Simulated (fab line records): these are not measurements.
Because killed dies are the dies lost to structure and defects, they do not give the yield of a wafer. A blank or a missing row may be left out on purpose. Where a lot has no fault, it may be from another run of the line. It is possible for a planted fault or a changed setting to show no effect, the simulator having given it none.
fab line records	flow sky130
record lots=11	wafers=33	lastDay=50
route steps=708 shown FIELD_ISO@26 PWDE@53 VT_ADJUST_LVTN@115 PAD_OPEN@708
lots that met no fault: taken from a fault-free run of the same line
startH: start of the lot's first displayed wafer, in hours after the record's first day	waitH: hours elapsed since this lot's preceding step	" same as the row above	L1.1+2: a single row standing in for several wafers	- no value, or no start was given	* or withheld: withheld	< > ~ a bound
route shown NAME@n: NAME is a module with steps in the file, n the number in the route of the first one	usual: average and standard deviation across the fault-free wafers	same: alike in all rows	chamber/n: place in a boat	sites: each site's reading	_std_site: how widely they spread, as a standard deviation	_edge_site: outer sites' mean less inner sites'	radiusMm: for every site, how far away it sits from the centre of the wafer	mask NAME#n: copy n	behind: tool/chamber where the wafer was last shaped	hold: reason for holding the lot/hours on hold/outcome of the hold	device: whichever transistor did not switch (one of n, p or np)	end of line: tests run on the same wafers once the route is complete	a step without rows: its recipe alone	killed: dies lost to structure and defects at the first sort, not the wafer's yield	map: shows each die of a wafer: x if killed, . if not, _ if none is there
set.NAME: the setting that was run; set.NAME@STEP: the one run at that earlier step	model.NAME: the simulator's own value behind a step, which no gauge read
a sample of lots followed through the steps of the route, with each step as a table and each wafer as a row
services: when a tool's chamber went out of use (startH, in hours from the record's first day, below 0 if earlier), for how many hours, and the reason
## steps
# step SKY_FIELD_ISO_THK_MEAS_25
# recipe reads=SiO2_of_FIELD_ISO_CVD_24
# usual FIELD_ISO_CVD_24_THK=600/7.5
lot.wafer	tool	chamber	startH	waitH	FIELD_ISO_CVD_24_THK[nm]
L699.2	filmMetro-04	-	33.15	0.0	603
L699.4	"	-	"	"	612
L699.6	"	-	"	"	594
L700.1	filmMetro-02	-	38.36	0.0	593
L700.3	"	-	"	"	598
L700.4	"	-	"	"	597
L701.2	filmMetro-04	-	42.44	0.0	593
L701.3	"	-	"	"	589
L701.4	"	-	"	"	588
L702.2	filmMetro-04	-	50.85	0.1	598
L702.3	"	-	"	"	601
L702.5	"	-	"	"	592
L710.1	filmMetro-02	-	88.43	0.0	597
L710.4	"	-	"	"	597
L710.5	"	-	"	"	599
L711.4	filmMetro-02	-	94.27	0.0	595
L711.5	"	-	"	"	604
L711.6	"	-	"	"	594
L714.1	filmMetro-02	-	107.77	0.0	592
L714.4	"	-	"	"	600
L714.5	"	-	"	"	594
L716.2	filmMetro-03	-	123.78	0.0	607
L716.3	"	-	"	"	597
L716.5	"	-	"	"	614
L717.1	filmMetro-04	-	130.82	0.0	589
L717.2	"	-	"	"	588
L717.4	"	-	"	"	593
L718.3	filmMetro-03	-	132.01	0.1	600
L718.4	"	-	"	"	603
L718.6	"	-	"	"	616
L720.1	filmMetro-02	-	141.79	0.0	604
L720.5	"	-	"	"	607
L720.6	"	-	"	"	607
# step SKY_PWDE_IMPLANT_08
# recipe species=B	energyKev=150	doseCm2=3.6e+12	tiltDeg=withheld
# usual beamOnS=10.00/0.2	endStationPressureTorr=5e-06/2.7e-07	faradayCurrentUA=20.3/0.4
lot.wafer	tool	chamber	startH	waitH	beamOnS	endStationPressureTorr	faradayCurrentUA
L699.2	implanter-03	0	70.34	0.0	10.08	5.1e-06	20.2
L699.4	"	0	"	"	10.25	4.8e-06	19.8
L699.6	"	0	"	"	10.09	5.31e-06	20.2
L700.1	implanter-03	0	75.77	0.0	9.79	5.26e-06	20.7
L700.3	"	0	"	"	10.04	4.94e-06	20.3
L700.4	"	0	"	"	9.87	5.24e-06	20.4
L701.2	implanter-04	0	80.36	0.0	10.20	5.16e-06	19.9
L701.3	"	0	"	"	10.13	5.08e-06	20.1
L701.4	"	0	"	"	9.87	4.91e-06	20.6
L702.2	implanter-04	0	92.79	0.0	10.04	4.82e-06	20.3
L702.3	"	0	"	"	10.20	5.06e-06	19.8
L702.5	"	0	"	"	9.98	5.29e-06	20.3
L710.1	implanter-04	0	129.34	0.0	12.22	0.00011401	16.7
L710.4	"	0	"	"	12.38	0.00010568	16.6
L710.5	"	0	"	"	12.81	0.00011663	16.0
L711.4	implanter-04	0	139.34	0.1	13.05	0.00012286	15.7
L711.5	"	0	"	"	13.03	0.00011536	15.7
L711.6	"	0	"	"	13.17	0.00012498	15.6
L714.1	implanter-03	0	149.79	0.0	10.12	5.36e-06	20.0
L714.4	"	0	"	"	9.80	4.8e-06	20.6
L714.5	"	0	"	"	10.09	5.14e-06	20.1
L716.2	implanter-01	0	167.29	0.0	10.10	4.48e-06	20.0
L716.3	"	0	"	"	9.83	5.08e-06	20.6
L716.5	"	0	"	"	9.98	5.47e-06	20.4
L717.1	implanter-03	0	174.52	0.0	9.82	4.87e-06	20.7
L717.2	"	0	"	"	9.94	4.95e-06	20.4
L717.4	"	0	"	"	9.90	5.31e-06	20.5
L718.3	implanter-01	0	178.27	0.1	9.79	5.12e-06	20.7
L718.4	"	0	"	"	9.72	4.54e-06	20.8
L718.6	"	0	"	"	9.76	5.06e-06	20.8
L720.1	implanter-03	0	190.91	0.0	9.69	4.82e-06	20.9
L720.5	"	0	"	"	9.83	4.99e-06	20.7
L720.6	"	0	"	"	10.19	5.56e-06	19.9
# step SKY_PWDE_STRIP_09
# recipe chemistry=O2/N2	powerW=1400	pressureMtorr=1500	platenTempC=withheld	o2FlowSccm=3000	n2FlowSccm=300	overashFraction=0.5
# usual drypumpMotorCurrentA=5.7/0.58	oesProductAu=0.723/0.0046	stripTimeToEndpointS=36.94/0.11
lot.wafer	tool	chamber	startH	waitH	drypumpMotorCurrentA	oesProductAu	rfHoursCounterH	stripTimeToEndpointS
L699.2	plasmaAsher-01	0	70.47	0.1	6.0	0.726	26	36.87
L699.4	"	1	"	"	5.3	0.723	-	37.00
L699.6	"	0	"	"	6.0	0.716	-	36.93
L700.1	plasmaAsher-03	1	75.92	0.1	5.9	0.720	42	36.94
L700.3	"	0	"	"	4.7	0.723	-	36.91
L700.4	"	1	"	"	5.9	0.722	-	36.82
L701.2	plasmaAsher-03	1	80.49	0.1	5.9	0.722	43	37.02
L701.3	"	1	"	"	5.9	0.717	-	36.87
L701.4	"	0	"	"	4.7	0.724	-	36.85
L702.2	plasmaAsher-03	0	92.92	0.1	4.7	0.717	44	36.96
L702.3	"	0	"	"	4.7	0.722	-	36.97
L702.5	"	0	"	"	4.7	0.723	-	37.01
L710.1	plasmaAsher-03	1	129.49	0.1	5.9	0.723	48	36.73
L710.4	"	1	"	"	5.9	0.717	-	36.79
L710.5	"	1	"	"	5.9	0.724	-	36.91
L711.4	plasmaAsher-04	0	139.45	0.1	6.0	0.730	-	37.09
L711.5	"	1	"	"	6.4	0.721	-	37.10
L711.6	"	0	"	"	6.0	0.717	-	37.12
L714.1	plasmaAsher-04	0	149.94	0.1	6.0	0.728	3	36.96
L714.4	"	1	"	"	6.5	0.714	-	37.11
L714.5	"	0	"	"	6.0	0.723	-	37.04
L716.2	plasmaAsher-01	1	167.42	0.1	5.3	0.722	35	36.87
L716.3	"	0	"	"	6.0	0.719	-	36.85
L716.5	"	0	"	"	6.0	0.726	-	36.85
L717.1	plasmaAsher-04	1	174.67	0.1	6.5	0.722	6	36.80
L717.2	"	0	"	"	6.0	0.715	6	36.87
L717.4	"	0	"	"	6.0	0.725	-	36.89
L718.3	plasmaAsher-04	0	178.40	0.1	6.0	0.724	-	37.05
L718.4	"	1	"	"	6.5	0.720	-	37.12
L718.6	"	0	"	"	6.0	0.731	-	37.03
L720.1	plasmaAsher-04	0	191.06	0.1	6.0	0.718	7	37.02
L720.5	"	0	"	"	6.0	0.724	-	36.93
L720.6	"	1	"	"	6.5	0.725	-	37.09
# step SKY_PWDE_TW_MEAS_10
# usual PWDE_TW=371/3.1
lot.wafer	tool	chamber	startH	waitH	hold	PWDE_TW
L699.2	filmMetro-04	-	70.58	0.1	-	369
L699.4	"	-	"	"	-	369
L699.6	"	-	"	"	-	369
L700.1	filmMetro-02	-	76.02	0.1	-	376
L700.3	"	-	"	"	-	375
L700.4	"	-	"	"	-	378
L701.2	filmMetro-02	-	80.60	0.1	-	377
L701.3	"	-	"	"	-	377
L701.4	"	-	"	"	-	378
L702.2	filmMetro-01	-	93.03	0.1	-	367
L702.3	"	-	"	"	-	365
L702.5	"	-	"	"	-	366
L710.1	filmMetro-04	-	129.59	0.1	awaitDispo/0.2h/release	399
L710.4	"	-	"	"	awaitDispo/0.2h/release	399
L710.5	"	-	"	"	awaitDispo/0.2h/release	399
L710.1	filmMetro-04	-	129.81	0.2	-	397
L710.4	"	-	"	"	-	398
L710.5	"	-	"	"	-	400
L711.4	filmMetro-02	-	139.54	0.1	awaitDispo/0.2h/release	405
L711.5	"	-	"	"	awaitDispo/0.2h/release	406
L711.6	"	-	"	"	awaitDispo/0.2h/release	407
L711.4	filmMetro-02	-	139.77	0.2	-	403
L711.5	"	-	"	"	-	404
L711.6	"	-	"	"	-	405
L714.1	filmMetro-01	-	150.04	0.1	-	370
L714.4	"	-	"	"	-	369
L714.5	"	-	"	"	-	369
L716.2	filmMetro-04	-	167.53	0.1	-	372
L716.3	"	-	"	"	-	370
L716.5	"	-	"	"	-	372
L717.1	filmMetro-04	-	174.77	0.1	-	373
L717.2	"	-	"	"	-	373
L717.4	"	-	"	"	-	373
L718.3	filmMetro-04	-	178.49	0.1	-	374
L718.4	"	-	"	"	-	375
L718.6	"	-	"	"	-	374
L720.1	filmMetro-04	-	191.16	0.1	-	373
L720.5	"	-	"	"	-	374
L720.6	"	-	"	"	-	373
# step SKY_NWELL_RS_MEAS_31
# recipe thkMeasGauge=four-point-probe
# usual PWDE_RS=5274/23
lot.wafer	tool	chamber	startH	waitH	hold	PWDE_RS[ohm/sq]
L699.2	filmMetro-02	-	105.79	0.1	-	5294
L699.4	"	-	"	"	-	5270
L699.6	"	-	"	"	-	5285
L700.1	filmMetro-04	-	111.82	0.1	-	5280
L700.3	"	-	"	"	-	5276
L700.4	"	-	"	"	-	5290
L701.2	filmMetro-04	-	116.26	0.1	-	5245
L701.3	"	-	"	"	-	5242
L701.4	"	-	"	"	-	5239
L702.2	filmMetro-01	-	130.41	0.1	-	5291
L702.3	"	-	"	"	-	5286
L702.5	"	-	"	"	-	5298
L710.1	filmMetro-04	-	169.01	0.1	awaitDispo/0.2h/release	4356
L710.4	"	-	"	"	awaitDispo/0.2h/release	4366
L710.5	"	-	"	"	awaitDispo/0.2h/release	4351
L710.1	filmMetro-04	-	169.45	0.4	-	4372
L710.4	"	-	"	"	-	4361
L710.5	"	-	"	"	-	4356
L711.4	filmMetro-01	-	179.52	0.1	awaitDispo/0.2h/release	4360
L711.5	"	-	"	"	awaitDispo/0.2h/release	4345
L711.6	"	-	"	"	awaitDispo/0.2h/release	4349
L711.4	filmMetro-01	-	179.80	0.3	-	4370
L711.5	"	-	"	"	-	4357
L711.6	"	-	"	"	-	4354
L714.1	filmMetro-04	-	192.34	0.1	-	5285
L714.4	"	-	"	"	-	5284
L714.5	"	-	"	"	-	5280
L716.2	filmMetro-04	-	211.29	0.1	-	5264
L716.3	"	-	"	"	-	5273
L716.5	"	-	"	"	-	5263
L717.1	filmMetro-02	-	218.99	0.1	-	5269
L717.2	"	-	"	"	-	5254
L717.4	"	-	"	"	-	5254
L718.3	filmMetro-04	-	222.61	0.1	-	5260
L718.4	"	-	"	"	-	5234
L718.6	"	-	"	"	-	5249
L720.1	filmMetro-02	-	237.37	0.1	-	5289
L720.5	"	-	"	"	-	5295
L720.6	"	-	"	"	-	5266
# step SKY_VT_ADJUST_LVTN_OVL_MEAS_18
# usual VT_ADJUST_LVTN_01_OVL=-0.3/1.2
lot.wafer	tool	chamber	startH	waitH	VT_ADJUST_LVTN_01_OVL[nm]
L699.2	overlay-01	-	162.41	0.1	1.5
L699.4	"	-	"	"	-0.1
L699.6	"	-	"	"	0.8
L700.1	overlay-02	-	170.15	0.1	-1.8
L700.3	"	-	"	"	-0.1
L700.4	"	-	"	"	0.2
L701.2	overlay-02	-	173.54	0.1	-1.2
L701.3	"	-	"	"	-0.3
L701.4	"	-	"	"	1.5
L702.2	overlay-01	-	190.06	0.1	-0.5
L702.3	"	-	"	"	-1.9
L702.5	"	-	"	"	0.2
L710.1	overlay-02	-	234.80	0.1	1.4
L710.4	"	-	"	"	-0.5
L710.5	"	-	"	"	-1.4
L711.4	overlay-02	-	246.90	0.1	-0.3
L711.5	"	-	"	"	0.0
L711.6	"	-	"	"	1.5
L714.1	overlay-01	-	259.18	0.1	-0.4
L714.4	"	-	"	"	-0.2
L714.5	"	-	"	"	-1.1
L716.2	overlay-01	-	280.86	0.1	0.2
L716.3	"	-	"	"	-0.5
L716.5	"	-	"	"	-1.9
L717.1	overlay-01	-	289.48	0.1	-1.1
L717.2	"	-	"	"	0.0
L717.4	"	-	"	"	-1.2
L718.3	overlay-02	-	293.54	0.1	1.3
L718.4	"	-	"	"	-0.5
L718.6	"	-	"	"	-0.6
L720.1	overlay-02	-	308.25	0.1	0.1
L720.5	"	-	"	"	0.1
L720.6	"	-	"	"	-0.1
# step SKY_PAD_OPEN_PROBE_99
# usual killed_at_M0_to_M3=43/6.5	killed_at_M4_up=3.3/2	killedAtContacts=24/5.2	killedAtFrontEnd=16/4.2	killedAtOther=0.3/0.6	killedDies=87/9.3	killedOpen=47/7.8	killedShort=39/6.2
# same grossDies=492	killedAtBackSide=0
lot.wafer	tool	chamber	startH	waitH	killed_at_M0_to_M3	killed_at_M4_up	killedAtContacts	killedAtFrontEnd	killedAtOther	killedDies	killedOpen	killedShort
L699.2	prober-01	-	1084.20	0.1	52	0	21	16	1	90	52	37
L699.4	prober-01	-	1084.30	0.2	41	1	21	9	0	72	37	35
L699.6	prober-01	-	1084.40	0.2	45	5	19	20	1	90	44	46
L700.1	prober-01	-	1085.23	0.1	35	3	23	19	1	81	41	40
L700.3	prober-01	-	1085.33	0.2	37	2	22	21	0	82	47	34
L700.4	prober-01	-	1085.38	0.2	44	1	22	21	0	88	45	43
L701.2	prober-01	-	1088.39	0.1	52	3	23	15	0	93	54	39
L701.3	prober-01	-	1088.44	0.2	43	2	38	12	0	95	64	31
L701.4	prober-01	-	1088.49	0.2	48	1	30	14	0	93	52	41
L702.2	prober-01	-	1107.14	0.1	47	3	23	16	0	89	49	40
L702.3	prober-01	-	1107.19	0.2	46	4	22	15	0	87	50	37
L702.5	prober-01	-	1107.29	0.2	37	6	18	16	0	77	41	36
L710.1	prober-02	-	1138.59	0.1	32	4	19	18	1	74	40	31
L710.4	prober-02	-	1138.74	0.2	34	3	24	13	0	74	40	33
L710.5	prober-02	-	1138.79	0.2	50	4	17	23	2	96	42	53
L711.4	prober-02	-	1147.28	0.2	36	6	23	16	0	81	44	37
L711.5	prober-02	-	1147.33	0.2	35	2	23	22	2	84	38	44
L711.6	prober-02	-	1147.38	0.2	25	4	20	17	0	66	33	32
L714.1	prober-02	-	1150.34	0.1	60	4	19	14	0	97	52	45
L714.4	prober-02	-	1150.49	0.2	54	6	28	16	0	104	59	44
L714.5	prober-02	-	1150.54	0.2	53	5	27	18	0	103	62	41
L716.2	prober-02	-	1177.57	0.1	44	5	15	13	1	78	37	39
L716.3	prober-02	-	1177.62	0.2	45	2	26	17	0	90	48	41
L716.5	prober-02	-	1177.72	0.2	36	3	21	21	0	81	49	32
L717.1	prober-01	-	1177.87	0.1	44	4	28	18	0	94	42	52
L717.2	prober-01	-	1177.92	0.1	38	2	20	16	0	76	35	41
L717.4	prober-01	-	1178.02	0.2	34	3	20	20	0	77	31	46
L718.3	prober-02	-	1180.50	0.2	44	4	18	15	0	81	33	45
L718.4	prober-02	-	1180.55	0.2	33	4	23	18	0	78	43	35
L718.6	prober-02	-	1180.65	0.2	39	7	26	10	1	83	42	41
L720.1	prober-02	-	1190.52	0.1	42	2	16	13	0	73	42	31
L720.5	prober-02	-	1190.72	0.2	32	1	24	17	0	74	33	39
L720.6	prober-02	-	1190.77	0.2	43	4	17	20	2	86	46	39
# killed by level:class
L699.2 VIA1:geometricParticle:open=12 METAL1:geometricParticle:short=10 CONTACT:geometricParticle:open=9 VIA3:geometricParticle:open=9 FIELD_ISO:geometricParticle:open=5 LI_CONTACT:geometricParticle:open=5 VIA2:geometricParticle:open=5 FIELD_ISO:geometricParticle:short=4
L699.4 CONTACT:geometricParticle:open=10 VIA1:geometricParticle:open=6 METAL2:geometricParticle:short=5 CONTACT:geometricParticle:short=5 VIA1:geometricParticle:short=5 FIELD_ISO:geometricParticle:open=4 VIA2:geometricParticle:open=4 METAL1:geometricParticle:short=4
L699.6 CONTACT:geometricParticle:open=10 VIA3:geometricParticle:open=9 FIELD_ISO:geometricParticle:short=8 VIA1:geometricParticle:open=7 METAL2:geometricParticle:short=7 VIA3:geometricParticle:short=6 METAL1:geometricParticle:short=4 POLY_GATE:geometricParticle:short=4
L700.1 CONTACT:geometricParticle:open=12 VIA1:geometricParticle:open=7 FIELD_ISO:geometricParticle:short=6 LI_CONTACT:geometricParticle:open=6 VIA1:geometricParticle:short=6 METAL2:geometricParticle:short=5 POLY_GATE:geometricParticle:open=5 METAL1:geometricParticle:short=4
L700.3 VIA2:geometricParticle:open=8 POLY_GATE:geometricParticle:open=7 CONTACT:geometricParticle:open=7 METAL2:geometricParticle:short=6 METAL1:geometricParticle:short=5 VIA1:geometricParticle:open=5 FIELD_ISO:geometricParticle:open=4 LI_CONTACT:geometricParticle:short=4
L700.4 VIA1:geometricParticle:open=13 POLY_GATE:geometricParticle:short=9 METAL2:geometricParticle:short=7 POLY_GATE:geometricParticle:open=6 CONTACT:geometricParticle:open=6 METAL1:geometricParticle:short=6 LI_CONTACT:geometricParticle:open=5 VIA3:geometricParticle:open=5
L701.2 VIA1:geometricParticle:open=14 METAL2:geometricParticle:short=12 CONTACT:geometricParticle:open=11 VIA3:geometricParticle:open=9 LI_CONTACT:geometricParticle:open=6 LOCAL_INTERCONNECT:geometricParticle:short=6 FIELD_ISO:geometricParticle:open=5 METAL1:geometricParticle:short=4
L701.3 CONTACT:geometricParticle:open=15 LI_CONTACT:geometricParticle:open=12 VIA2:geometricParticle:open=11 VIA1:geometricParticle:open=10 CONTACT:geometricParticle:short=7 FIELD_ISO:geometricParticle:short=5 METAL1:geometricParticle:short=5 METAL2:geometricParticle:short=4
L701.4 CONTACT:geometricParticle:open=13 VIA1:geometricParticle:open=11 FIELD_ISO:geometricParticle:short=7 LI_CONTACT:geometricParticle:open=7 VIA3:geometricParticle:open=7 VIA1:geometricParticle:short=6 METAL2:geometricParticle:short=6 VIA2:geometricParticle:open=5
L702.2 VIA1:geometricParticle:open=17 VIA2:geometricParticle:open=7 LI_CONTACT:geometricParticle:open=7 CONTACT:geometricParticle:short=7 CONTACT:geometricParticle:open=5 POLY_GATE:geometricParticle:short=4 POLY_GATE:geometricParticle:open=4 METAL1:geometricParticle:short=4
L702.3 VIA1:geometricParticle:open=12 VIA1:geometricParticle:short=10 LI_CONTACT:geometricParticle:open=8 CONTACT:geometricParticle:open=8 VIA2:geometricParticle:open=7 FIELD_ISO:geometricParticle:open=6 VIA3:geometricParticle:open=5 METAL2:geometricParticle:short=4
L702.5 VIA1:geometricParticle:open=9 VIA2:geometricParticle:open=7 CONTACT:geometricParticle:open=6 VIA3:geometricParticle:open=6 METAL4:geometricParticle:short=6 CONTACT:geometricParticle:short=5 POLY_GATE:geometricParticle:short=4 POLY_GATE:geometricParticle:open=4
L710.1 CONTACT:geometricParticle:open=7 VIA2:geometricParticle:open=6 LI_CONTACT:geometricParticle:open=6 METAL1:geometricParticle:short=5 VIA1:geometricParticle:open=5 FIELD_ISO:geometricParticle:short=4 VIA1:geometricParticle:short=4 LOCAL_INTERCONNECT:geometricParticle:short=4
L710.4 VIA1:geometricParticle:open=12 CONTACT:geometricParticle:open=11 METAL1:geometricParticle:short=8 POLY_GATE:geometricParticle:short=6 LI_CONTACT:geometricParticle:open=4 CONTACT:geometricParticle:short=4 VIA3:geometricParticle:open=4 LOCAL_INTERCONNECT:geometricParticle:short=3
L710.5 METAL1:geometricParticle:short=12 VIA2:geometricParticle:open=9 VIA1:geometricParticle:open=8 METAL2:geometricParticle:short=8 CONTACT:geometricParticle:open=6 VIA3:geometricParticle:open=5 POLY_GATE:geometricParticle:short=5 LOCAL_INTERCONNECT:geometricParticle:short=5
L711.4 LI_CONTACT:geometricParticle:open=9 CONTACT:geometricParticle:open=7 VIA2:geometricParticle:short=6 VIA1:geometricParticle:short=6 VIA1:geometricParticle:open=5 VIA2:geometricParticle:open=5 POLY_GATE:geometricParticle:open=4 VIA3:geometricParticle:open=4
L711.5 CONTACT:geometricParticle:open=10 FIELD_ISO:geometricParticle:short=6 FIELD_ISO:geometricParticle:open=6 CONTACT:geometricParticle:short=5 VIA1:geometricParticle:open=5 VIA3:geometricParticle:short=5 POLY_GATE:geometricParticle:short=4 METAL2:geometricParticle:short=4
L711.6 CONTACT:geometricParticle:open=7 LI_CONTACT:geometricParticle:open=5 METAL2:geometricParticle:short=5 VIA3:geometricParticle:open=5 POLY_GATE:geometricParticle:open=4 POLY_GATE:geometricParticle:short=4 CONTACT:geometricParticle:short=4 METAL1:geometricParticle:short=3
L714.1 VIA1:geometricParticle:open=20 LOCAL_INTERCONNECT:geometricParticle:short=8 METAL2:geometricParticle:short=8 VIA3:geometricParticle:open=7 METAL1:geometricParticle:short=6 CONTACT:geometricParticle:open=5 VIA2:geometricParticle:open=5 POLY_GATE:geometricParticle:short=4
L714.4 VIA1:geometricParticle:open=14 VIA2:geometricParticle:open=10 CONTACT:geometricParticle:open=9 LI_CONTACT:geometricParticle:open=7 LOCAL_INTERCONNECT:geometricParticle:short=7 VIA3:geometricParticle:open=6 VIA1:geometricParticle:short=6 METAL4:geometricParticle:short=6
L714.5 VIA1:geometricParticle:open=11 CONTACT:geometricParticle:open=10 METAL1:geometricParticle:short=10 VIA2:geometricParticle:open=7 VIA3:geometricParticle:open=7 POLY_GATE:geometricParticle:open=6 METAL2:geometricParticle:short=6 FIELD_ISO:geometricParticle:open=5
L716.2 VIA1:geometricParticle:open=16 METAL1:geometricParticle:short=8 CONTACT:geometricParticle:open=6 CONTACT:geometricParticle:short=5 VIA3:geometricParticle:open=5 POLY_GATE:geometricParticle:short=4 METAL4:geometricParticle:short=4 FIELD_ISO:geometricParticle:short=3
L716.3 CONTACT:geometricParticle:open=12 METAL2:geometricParticle:short=8 FIELD_ISO:geometricParticle:open=7 LI_CONTACT:geometricParticle:open=7 METAL1:geometricParticle:short=7 VIA1:geometricParticle:short=5 VIA1:geometricParticle:open=5 VIA2:geometricParticle:open=5
L716.5 CONTACT:geometricParticle:open=10 VIA3:geometricParticle:open=8 VIA1:geometricParticle:open=7 FIELD_ISO:geometricParticle:open=6 POLY_GATE:geometricParticle:open=6 LI_CONTACT:geometricParticle:open=6 METAL2:geometricParticle:short=6 METAL1:geometricParticle:short=5
L717.1 CONTACT:geometricParticle:open=11 VIA1:geometricParticle:open=11 VIA1:geometricParticle:short=7 METAL1:geometricParticle:short=6 LI_CONTACT:geometricParticle:open=5 METAL2:geometricParticle:short=5 LI_CONTACT:geometricParticle:short=4 CONTACT:geometricParticle:short=4
L717.2 VIA1:geometricParticle:open=11 VIA1:geometricParticle:short=7 CONTACT:geometricParticle:open=6 POLY_GATE:geometricParticle:short=5 CONTACT:geometricParticle:short=5 FIELD_ISO:geometricParticle:short=4 LI_CONTACT:geometricParticle:open=4 METAL1:geometricParticle:short=4
L717.4 VIA1:geometricParticle:short=9 CONTACT:geometricParticle:open=6 FIELD_ISO:geometricParticle:short=5 POLY_GATE:geometricParticle:short=5 LI_CONTACT:geometricParticle:open=4 LOCAL_INTERCONNECT:geometricParticle:short=4 METAL1:geometricParticle:short=4 VIA1:geometricParticle:open=4
L718.3 LI_CONTACT:geometricParticle:open=7 METAL1:geometricParticle:short=7 VIA1:geometricParticle:open=7 METAL2:geometricParticle:short=6 POLY_GATE:geometricParticle:short=5 CONTACT:geometricParticle:open=5 VIA1:geometricParticle:short=5 VIA3:geometricParticle:short=5
L718.4 CONTACT:geometricParticle:open=7 VIA2:geometricParticle:open=7 FIELD_ISO:geometricParticle:open=6 VIA1:geometricParticle:open=6 VIA3:geometricParticle:open=6 LOCAL_INTERCONNECT:geometricParticle:short=5 FIELD_ISO:geometricParticle:short=4 LI_CONTACT:geometricParticle:short=4
L718.6 VIA1:geometricParticle:open=12 CONTACT:geometricParticle:open=11 LOCAL_INTERCONNECT:geometricParticle:short=6 METAL2:geometricParticle:short=6 METAL4:geometricParticle:short=6 LI_CONTACT:geometricParticle:open=5 METAL1:geometricParticle:short=5 VIA1:geometricParticle:short=4
L720.1 VIA1:geometricParticle:open=9 VIA2:geometricParticle:open=9 CONTACT:geometricParticle:open=8 METAL1:geometricParticle:short=5 VIA1:geometricParticle:short=5 FIELD_ISO:geometricParticle:short=4 POLY_GATE:geometricParticle:open=3 POLY_GATE:geometricParticle:short=3
L720.5 LI_CONTACT:geometricParticle:open=9 METAL1:geometricParticle:short=8 POLY_GATE:geometricParticle:short=6 CONTACT:geometricParticle:open=5 VIA2:geometricParticle:open=5 LOCAL_INTERCONNECT:geometricParticle:short=4 CONTACT:geometricParticle:short=4 METAL3:geometricParticle:short=4
L720.6 VIA1:geometricParticle:open=10 METAL1:geometricParticle:short=8 VIA3:geometricParticle:open=7 VIA2:geometricParticle:open=7 POLY_GATE:geometricParticle:open=5 POLY_GATE:geometricParticle:short=4 LI_CONTACT:geometricParticle:open=4 CONTACT:geometricParticle:short=4
## services
tool	chamber	startH	hours	kind
plasmaAsher-04	-	68.97	10.0	repair
implanter-04	-	108.48	2.9	repair
plasmaAsher-04	-	108.75	9.0	pm
plasmaAsher-04	0	108.75	9.0	ventCycle
plasmaAsher-04	1	108.75	9.0	ventCycle
implanter-03	-	112.35	16.8	pm
plasmaAsher-04	0	117.75	-	clean
plasmaAsher-04	1	117.75	-	clean
implanter-01	-	127.22	3.5	pm
plasmaAsher-03	-	145.03	2.8	pm
implanter-03	-	178.96	5.4	repair
## key
firstSign step=SKY_PWDE_IMPLANT_08	reading=endStationPressureTorr	direction=up	sigmas=99+	usual=5e-06	struck=0.00011659
effect step=SKY_PWDE_IMPLANT_08	reading=beamOnS	direction=up	sigmas=14	usual=10.00	struck=12.78
effect step=SKY_PWDE_TW_MEAS_10	reading=visit	direction=added
effect step=SKY_PWDE_TW_MEAS_10	reading=PWDE_TW	direction=up	sigmas=10	usual=371	struck=402
effect step=SKY_NWELL_RS_MEAS_31	reading=PWDE_RS	direction=down	sigmas=39	usual=5274	struck=4354
metAt SKY_PWDE_IMPLANT_08
struckLots L710,L711
testerLeftOut L710,L711
notActingAt SKY_FIELD_ISO_THK_MEAS_25,SKY_PWDE_STRIP_09,SKY_VT_ADJUST_LVTN_OVL_MEAS_18
onsetBetween 92.79 129.34
fault kind=processParameterDrift	tool=implanter-04	chamber=-	onsetH=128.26	steps=SKY_PWDE_IMPLANT_08	channel=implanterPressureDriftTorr	offset=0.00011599	shape=step	endH=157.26
fault kind=processParameterDrift	tool=implanter-04	chamber=-	onsetH=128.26	steps=SKY_PWDE_IMPLANT_08	channel=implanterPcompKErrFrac	offset=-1	shape=step	endH=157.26
# testerLeftOut: of these lots the tester's yield and bins aren't shown, on N5 and GAA mostly nor the transistor test; their killed dies are dies lost to structure and defects alone, not to doping, threshold or leakage, so they don't give the yield
